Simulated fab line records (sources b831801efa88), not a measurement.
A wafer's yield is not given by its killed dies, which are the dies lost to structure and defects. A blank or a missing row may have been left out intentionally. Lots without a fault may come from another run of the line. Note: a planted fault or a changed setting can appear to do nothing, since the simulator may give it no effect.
Which tool was responsible? -- flow gf180mcu -- 13 lots with 39 wafers sampled at 4 steps, on a route of 602 steps

== WHAT THE GAUGES SHOWED, per wafer ==
GF_VT_IMPLANT_OVL_MEAS_40. Usual: VT_IMPLANT_03_OVL gives -1.4 nm (standard deviation 1.4).
lot,measured,on,VT_IMPLANT_03_OVL (nm),flag
L360,day 8 05:49,overlay-02,-2.3 -4.5 -0.7,
L362,day 8 17:22,overlay-02,-0.5 -0.1 -1.0,
L361,day 8 18:52,overlay-01,0.3 -2.1 -0.1,
L363,day 9 00:37,overlay-01,-1.5 -4.3 -5.3,
L364,day 9 03:26,overlay-02,1.1 -0.6 -2.7,
L365,day 9 17:25,overlay-01,-0.3 -2.3 -3.6,
L373,day 11 16:31,overlay-02,- - -,OFF
L376,day 12 10:19,overlay-02,-1.2 -1.6 -0.8,
L377,day 12 21:52,overlay-01,-1.0 -1.8 -1.2,
L379,day 13 11:13,overlay-01,0.7 -2.8 -2.3,
L380,day 13 19:25,overlay-02,-1.4 -0.9 -1.9,
L381,day 14 00:36,overlay-01,-1.4 -2.9 -2.1,
L382,day 14 09:58,overlay-01,-0.7 -3.0 -0.7,

GF_VT_IMPLANT_TW_MEAS_43. Usual: VT_IMPLANT_4_TW gives 692 (standard deviation 6.1).
lot,measured,on,VT_IMPLANT_4_TW,flag
L360,day 8 06:06,filmMetro-04,699 696 702,
L362,day 8 17:39,filmMetro-03,693 692 685,
L361,day 8 19:08,filmMetro-02,683 685 684,
L363,day 9 00:53,filmMetro-02,684 689 685,
L364,day 9 03:44,filmMetro-04,701 699 700,
L365,day 9 17:41,filmMetro-03,686 682 681,
L373,day 11 16:49,filmMetro-03,30 30 30,OFF
L376,day 12 10:35,filmMetro-03,691 685 689,
L377,day 12 22:09,filmMetro-04,700 698 697,
L379,day 13 11:29,filmMetro-02,690 694 688,
L380,day 13 19:43,filmMetro-02,691 693 689,
L381,day 14 00:53,filmMetro-04,694 693 691,
L382,day 14 10:15,filmMetro-02,684 685 687,

GF_PSD_RS_MEAS_14: uses a four-point probe to measure. Usual: NSD_RS gives 46.08 ohm/sq (standard deviation 0.087).
lot,measured,on,NSD_RS (ohm/sq),flag
L360,day 15 05:18,filmMetro-04,45.92 46.04 45.95,
L362,day 15 19:58,filmMetro-03,46.08 46.02 46.18,
L361,day 15 23:43,filmMetro-04,45.99 45.97 46.08,
L363,day 16 05:59,filmMetro-03,46.06 46.09 46.16,
L364,day 16 11:25,filmMetro-03,46.10 46.08 46.15,
L365,day 17 01:34,filmMetro-03,46.22 46.10 46.18,
L376,day 20 12:30,filmMetro-02,46.12 46.15 46.18,
L377,day 21 06:22,filmMetro-03,46.05 46.14 45.99,
L379,day 21 19:25,filmMetro-03,46.29 46.16 46.15,
L380,day 22 07:03,filmMetro-04,45.96 46.11 46.17,
L381,day 22 11:32,filmMetro-02,45.99 46.07 46.04,
L382,day 22 18:50,filmMetro-02,46.17 46.17 46.21,

== WHAT TOOL EACH LOT RAN ON (gives the tool, then ch and the chambers of the sampled wafers, and finally the start) ==
lot,GF_VT_IMPLANT_EXPOSE_37
L360,"ilineStepper-02 ch 0, day 7 21:07"
L362,"ilineStepper-01 ch 0, day 8 08:50"
L361,"ilineStepper-02 ch 0, day 8 10:29"
L363,"ilineStepper-02 ch 0, day 8 15:41"
L364,"ilineStepper-01 ch 0, day 8 19:26"
L365,"ilineStepper-02 ch 0, day 9 08:47"
L373,"ilineStepper-02 ch 0, day 11 07:19"
L376,"ilineStepper-01 ch 0, day 12 00:26"
L377,"ilineStepper-01 ch 0, day 12 12:08"
L379,"ilineStepper-01 ch 0, day 13 00:50"
L380,"ilineStepper-02 ch 0, day 13 08:34"
L381,"ilineStepper-01 ch 0, day 13 14:37"
L382,"ilineStepper-01 ch 0, day 13 23:17"
- GF_VT_IMPLANT_EXPOSE_37: exposes mask Nwell HV AREA, target cd 860 nm.

== WHAT THE TOOLS THEMSELVES READ (means of the sampled wafers that have a number; where no wafer has one, the mark that the record gives instead) ==
The record holds no such reading with a usual standard deviation.

== THE ANSWER, worked out from the rows above alone ==
Rule: take the mean of a lot's wafers that have a number; if it is more than 3 standard deviations from the usual mean, the lot is off. A lot without any number at a reading at which 4 lots or more have one is off too. All remaining lots with rows at the step are treated as sound. The gauges are gone through in route order, then the tools' own readings, and for those a lot's mean is taken as printed above. At the first step where some lot is off, the reading lying furthest off is the one used; lots without a number count as furthest.
Off: L373, seen at GF_VT_IMPLANT_OVL_MEAS_40 (VT_IMPLANT_03_OVL). Without a number there: L373.
A tool fits if, at a process step before that reading, it ran every lot that is off, and no sound lot after the first of them. The gauges at GF_VT_IMPLANT_OVL_MEAS_40 aren't tried: what is off there is off at GF_VT_IMPLANT_TW_MEAS_43 too, on other tools, and a gauge's error can't cause that. Not one of the candidates tried fits.

== WHAT THE SIMULATOR PUT IN ==
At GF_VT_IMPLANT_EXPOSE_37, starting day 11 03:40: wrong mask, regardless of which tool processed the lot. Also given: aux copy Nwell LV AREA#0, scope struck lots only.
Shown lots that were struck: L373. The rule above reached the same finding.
